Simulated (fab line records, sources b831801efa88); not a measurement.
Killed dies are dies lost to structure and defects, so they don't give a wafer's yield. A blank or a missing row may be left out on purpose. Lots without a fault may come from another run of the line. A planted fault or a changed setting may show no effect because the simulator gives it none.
Which tool did it? | flow gf180mcu | 14 lots, 41 wafers sampled, at 3 steps of a route of 602

WHAT THE GAUGES READ, wafer by wafer
GF_VT_IMPLANT_TW_MEAS_43. Usual: VT_IMPLANT_4_TW 690, standard deviation 9.
lot  | measured     | on            | VT_IMPLANT_4_TW | flag
L757 | day 7 13:31  | film_metro-02 | 687 682 688     |
L759 | day 7 23:07  | film_metro-01 | 683 686 684     |
L761 | day 8 16:37  | film_metro-01 | 680 681 676     |
L762 | day 8 20:23  | film_metro-02 | 681 686 689     |
L763 | day 9 10:12  | film_metro-01 | 683 686 682     |
L764 | day 9 16:55  | film_metro-02 | 688 686 687     |
L765 | day 10 01:17 | film_metro-01 | 685 688 684     |
L766 | day 10 05:29 | film_metro-02 | 683 686 679     |
L768 | day 10 19:31 | film_metro-04 | 704 702 706     |
L773 | day 12 13:52 | film_metro-02 | 690 692         |
L775 | day 12 16:35 | film_metro-01 | 686 687 684     |
L776 | day 13 00:28 | film_metro-01 | 678 684 683     |
L778 | day 13 14:10 | film_metro-01 | 683 683 685     |
L779 | day 13 21:29 | film_metro-04 | 705 701 703     |

GF_HV_LDD_OVL_MEAS_20. Usual: HV_LDD_01_OVL 1.1 nm, standard deviation 1.3.
lot  | measured     | on         | HV_LDD_01_OVL (nm) | flag
L757 | day 10 23:42 | overlay-02 | 1.6 0.7 2.7        |
L759 | day 11 06:51 | overlay-02 | -0.5 0.7 1.7       |
L761 | day 12 00:09 | overlay-02 | -0.5 -0.1 -0.1     |
L762 | day 12 05:57 | overlay-01 | 2.3 1.6 0.2        |
L763 | day 12 20:31 | overlay-02 | 4.0 2.7 3.5        |
L764 | day 13 05:51 | overlay-01 | 2.6 2.5 2.0        |
L765 | day 13 13:24 | overlay-01 | 2.1 2.2 1.6        |
L766 | day 13 17:33 | overlay-01 | 2.7 1.5 4.1        |
L768 | day 14 13:14 | overlay-01 | -1.2 -2.1 -1.5     |
L773 | day 16 09:39 | overlay-01 | 1.9 2.1            |
L775 | day 16 13:16 | overlay-02 | -0.2 1.4 -0.2      |
L776 | day 16 23:39 | overlay-02 | -0.9 0.5 1.2       |
L778 | day 17 14:30 | overlay-01 | 1.5 0.5 0.5        |
L779 | day 17 21:55 | overlay-01 | -1.6 -1.9 0.0      |

WHICH TOOL RAN EACH LOT (tool, then ch and the chambers of the sampled wafers, then the start)
lot  | GF_VT_IMPLANT_RTA_45
L757 | rtp_anneal-01 ch 0, day 7 13:38
L759 | rtp_anneal-01 ch 0, day 7 23:13
L761 | rtp_anneal-02 ch 0, day 8 16:43
L762 | rtp_anneal-01 ch 0, day 8 20:31
L763 | rtp_anneal-02 ch 0, day 9 10:20
L764 | rtp_anneal-02 ch 0, day 9 17:01
L765 | rtp_anneal-02 ch 0, day 10 01:25
L766 | rtp_anneal-01 ch 0, day 10 05:37
L768 | rtp_anneal-01 ch 0, day 10 19:37
L773 | rtp_anneal-01 ch 0, day 12 13:59
L775 | rtp_anneal-02 ch 0, day 12 16:43
L776 | rtp_anneal-02 ch 0, day 13 00:35
L778 | rtp_anneal-01 ch 0, day 13 14:17
L779 | rtp_anneal-01 ch 0, day 13 21:37
- GF_VT_IMPLANT_RTA_45: time 30 s.

WHAT THE TOOLS THEMSELVES READ (means of the sampled wafers that have a number; where no wafer has one, the mark that the record gives instead)
GF_VT_IMPLANT_RTA_45. Usual: anneal_temp_c_max 1055.5, standard deviation 1; lamp_power_pct 38.1 %, standard deviation 2.7; wafer_temp_C_max 1054.4, standard deviation 1.9.
lot  | tool          | anneal_temp_c_max | lamp_power_pct (%) | wafer_temp_C_max | flag
L757 | rtp_anneal-01 | 1055.1            | 35.4               | 1052.3           |
L759 | rtp_anneal-01 | 1055.6            | 35.4               | 1052.8           |
L761 | rtp_anneal-02 | 1055.3            | 40.7               | 1056.5           |
L762 | rtp_anneal-01 | 1055.9            | 35.4               | 1052.6           |
L763 | rtp_anneal-02 | 1053.7            | 40.8               | 1055.6           |
L764 | rtp_anneal-02 | 1055.7            | 40.7               | 1055.9           |
L765 | rtp_anneal-02 | 1055.6            | 40.7               | 1057.9           |
L766 | rtp_anneal-01 | 1055.7            | 35.4               | 1052.8           |
L768 | rtp_anneal-01 | 1055.8            | 35.4               | 1052.6           |
L773 | rtp_anneal-01 | 1057.0            | 35.4               | 1053.0           |
L775 | rtp_anneal-02 | 1054.1            | 40.7               | 1056.4           |
L776 | rtp_anneal-02 | 1055.9            | 40.7               | 1055.8           |
L778 | rtp_anneal-01 | 1056.6            | 35.4               | 1053.0           |
L779 | rtp_anneal-01 | 1057.2            | 35.4               | 1052.9           |

THE ANSWER, worked out from the rows above alone
Rule: a lot is off if the mean of its wafers that have a number lies more than 3 standard deviations from the usual mean. A lot without any number at a reading at which 4 lots or more have one is off too. The other lots that the step has rows for count as sound. The gauges are gone through in route order, then the tools' own readings, and for those a lot's mean is taken as printed above. The first step at which some lot is off is used, and at that step the reading that is off furthest; a lot without a number counts as furthest.
No lot is off at any reading shown: from this, nothing can be told.

WHAT THE SIMULATOR HAD PUT IN
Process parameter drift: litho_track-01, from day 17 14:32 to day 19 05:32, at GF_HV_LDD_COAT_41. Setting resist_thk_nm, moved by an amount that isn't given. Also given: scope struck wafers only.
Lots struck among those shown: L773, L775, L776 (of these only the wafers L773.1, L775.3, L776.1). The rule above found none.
